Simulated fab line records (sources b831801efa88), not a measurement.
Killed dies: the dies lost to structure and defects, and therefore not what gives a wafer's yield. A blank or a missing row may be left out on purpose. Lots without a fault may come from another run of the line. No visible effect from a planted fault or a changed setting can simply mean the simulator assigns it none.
Code-filled problem report in 8D (eight disciplines) form | flow gf180mcu | the parts of the form that need people (team, actions taken, sign-off) are left out

1. WHAT WENT WRONG
M2_ALCU_RS at GF_M2_RS_MEAS_05 reads a mean of 0.0512 ohm/sq on 6 wafers of 2 lots; wafers without a fault read 0.0697 ohm/sq with a standard deviation of 0.00066. Measured from the usual mean, that is -28 standard deviations.
The step: measures by four-point-probe.
First seen on wafer L739.2, day 25 02:20, on filmMetro-02. At this step, 33 wafers from 11 lots have a number in the record. By rule, "out" or "out of limits" means more than 4 standard deviations away from the usual mean. Any other wafer with a number is counted as sound.

2. WHAT IT IS, WHAT IT ISN'T
question                    | is                         | is not
which readings at this step | M2_ALCU_RS                 | -
which lots                  | L739, L740                 | L724, L726, L729, L730, L731, L732, L735, L742, L743
which wafers of those lots  | all that have a number     | -
read on which gauges        | filmMetro-02, filmMetro-03 | filmMetro-04
when                        | from day 25 02:20          | up to then (21 sound wafers); but 6 sound wafers of L742, L743 came after

3. SUSPECTS, AND WHAT RULES EACH OUT
Counting: any tool at a process step up to the reading is kept as a suspect provided that every lot that is out went through it and no sound lot did after the first of them.
- ruled out: the gauge at GF_M2_RS_MEAS_05. Those wafers that are out were read across 2 gauges (filmMetro-02, filmMetro-03).
- pvdSputter-03 at GF_M2_SPUTTER_01 (material TiN, target thk 30 nm, time 25 s): kept. Every lot that is out went through it, starting with L739 (day 25 02:11), and after that it ran no sound lot; the last sound lot it ran before then is L732 (day 22 07:14).
- pvdSputter-03 at GF_M2_SPUTTER_02 (material AlCu, target thk 450 nm, time 23.9 s): kept. Every lot that is out went through it, starting with L739 (day 25 02:13), and after that it ran no sound lot; the last sound lot it ran before then is L732 (day 22 07:16). Its own readings are out on those wafers: cathodeDcPowerW.
After counting, pvdSputter-03 at GF_M2_SPUTTER_01 and pvdSputter-03 at GF_M2_SPUTTER_02 remain.

4. THE CAUSE (what the simulator had put in)
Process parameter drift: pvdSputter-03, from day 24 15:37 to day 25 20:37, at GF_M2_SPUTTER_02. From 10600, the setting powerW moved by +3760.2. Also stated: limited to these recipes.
2 suspects survive the count, and this tool is in that group.

5. THE EFFECT CHAIN, in route order
Each row: a reading where the mean over the struck wafers with a number is more than 3 standard deviations away from the usual. Only readings for which the record gives a usual standard deviation are gone through. hours: the time from each lot's start at the first step in this table that gives one to its start at this step, as a median over the lots. sigmas: the change in usual standard deviations.
hours | step                | reading         | usual         | on struck wafers | change  | sigmas
0     | GF_M2_SPUTTER_02    | cathodeDcPowerW | 10600 W       | 14361            | +3761   | +99 or more
0     | GF_M2_RS_MEAS_05    | M2_ALCU_RS      | 0.0697 ohm/sq | 0.0512           | -0.0185 | -28
0     | GF_M2_THK_MEAS_06   | M2_ALCU_THK     | 446 nm        | 609              | +163    | +26
21    | GF_M2_METAL_ETCH_16 | oesProductAu    | 0.970 a.u.    | 0.990            | +0.020  | +3.4
Its process steps:
- GF_M2_SPUTTER_02: material AlCu, target thk 450 nm, time 23.9 s.
- GF_M2_METAL_ETCH_16: etches the open film in Cl2/BCl3, stops on SiO2, target depth 627.5 nm, time 104.6 s.
At these later measuring or inspecting steps, every struck wafer for which the step has a row has a number for every such reading, and none has moved that far: GF_M2_CD_MEAS_14.

6. WHAT WOULD HAVE CAUGHT IT SOONER
In this record the first reading out of limits at a measuring or inspecting step was taken at day 25 02:20, 11 hours after the fault began at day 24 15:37.
The tool's own readings at GF_M2_SPUTTER_02 were out on every struck wafer that the step has a row for (cathodeDcPowerW): an alarm limit on them would have fired on the first of those.
Among the 2 lots that are out, L740 began GF_M2_SPUTTER_02 on pvdSputter-03 after day 25 02:20. Putting the tool on hold at that point would have spared it.
